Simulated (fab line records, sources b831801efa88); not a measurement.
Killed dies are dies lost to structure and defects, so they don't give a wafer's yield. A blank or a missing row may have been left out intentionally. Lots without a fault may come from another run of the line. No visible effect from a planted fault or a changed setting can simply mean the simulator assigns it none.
One fault seen from 2 desks / flow gf180mcu / what lay behind the numbers comes last; until then each desk has only its own

== FROM THE METROLOGY DESK ==
What the gauges read, lot by lot, whatever tool the lot ran on: means of the sampled wafers that have a number. If a lot's mean is further than 4 standard deviations from the usual mean, the lot is out of limits and carries the mark OUT (the distance appears in the brackets).
Columns: A = V2_CVD_02_THK at GF_V2_THK_MEAS_03, usual 850 nm; B = V2_OVL at GF_V2_OVL_MEAS_15, usual -4 nm
lot=L582; first seen here=day 19 05:36; A=859; B=-5
lot=L584; first seen here=day 20 12:02; A=852; B=-5
lot=L585; first seen here=day 20 17:47; A=856; B=1
lot=L588; first seen here=day 21 07:50; A=851; B=-12
lot=L587; first seen here=day 21 09:23; A=842; B=-8
lot=L590; first seen here=day 22 00:59; A=857; B=-3
lot=L589; first seen here=day 22 05:32; A=1226 (+31) OUT; B=-3
lot=L591; first seen here=day 22 10:22; A=1226 (+31) OUT; B=-5
lot=L598; first seen here=day 24 20:07; A=848; B=-4
lot=L599; first seen here=day 25 06:10; A=850; B=-10
lot=L600; first seen here=day 25 15:34; A=836; B=-2
lot=L605; first seen here=day 27 00:47; A=846; B=-1
This desk finds L589, L591 out of limits, with the earliest case on L589 at day 22 05:32 (V2_CVD_02_THK at GF_V2_THK_MEAS_03). L582, L584, L585, L588, L587, L590, L598, L599, L600, L605 stayed within limits.

== AT THE TOOL OWNER'S DESK: pecvd-02 ==
The tool's own readings at GF_V2_CVD_02 (deposits SiO2 from TEOS, target thk 850 nm, time 94.851 s): means of the sampled wafers that have a number, for each lot that ran on this tool. If a lot's mean is further than 4 standard deviations from the usual mean, the lot is out of limits and carries the mark OUT (the distance appears in the brackets).
Columns: A = heaterPowerW at GF_V2_CVD_02, usual 677 W
lot=L585; first seen here=day 20 17:43; A=739
lot=L588; first seen here=day 21 07:45; A=836
lot=L589; first seen here=day 22 05:26; A=814
lot=L591; first seen here=day 22 10:17; A=852
lot=L599; first seen here=day 25 06:06; A=798
Finding of this desk: none of the 5 lots has anything out of limits.

== PUT TOGETHER ==
At day 22 05:32 the metrology desk could have sounded an alarm, on L589, L591.
The desk of the tool owner found nothing out of limits.
The tool owner's desk has L589, L591 on record, within its limits.
All the named lots went through GF_V2_CVD_02 on pecvd-02.

== WHAT THE SIMULATOR PUT IN ==
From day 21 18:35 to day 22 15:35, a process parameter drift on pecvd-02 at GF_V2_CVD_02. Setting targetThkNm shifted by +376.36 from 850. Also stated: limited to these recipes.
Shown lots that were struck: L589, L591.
Per desk, hours elapsed from the start of the fault to the first reading out of limits: for the metrology desk, 11.
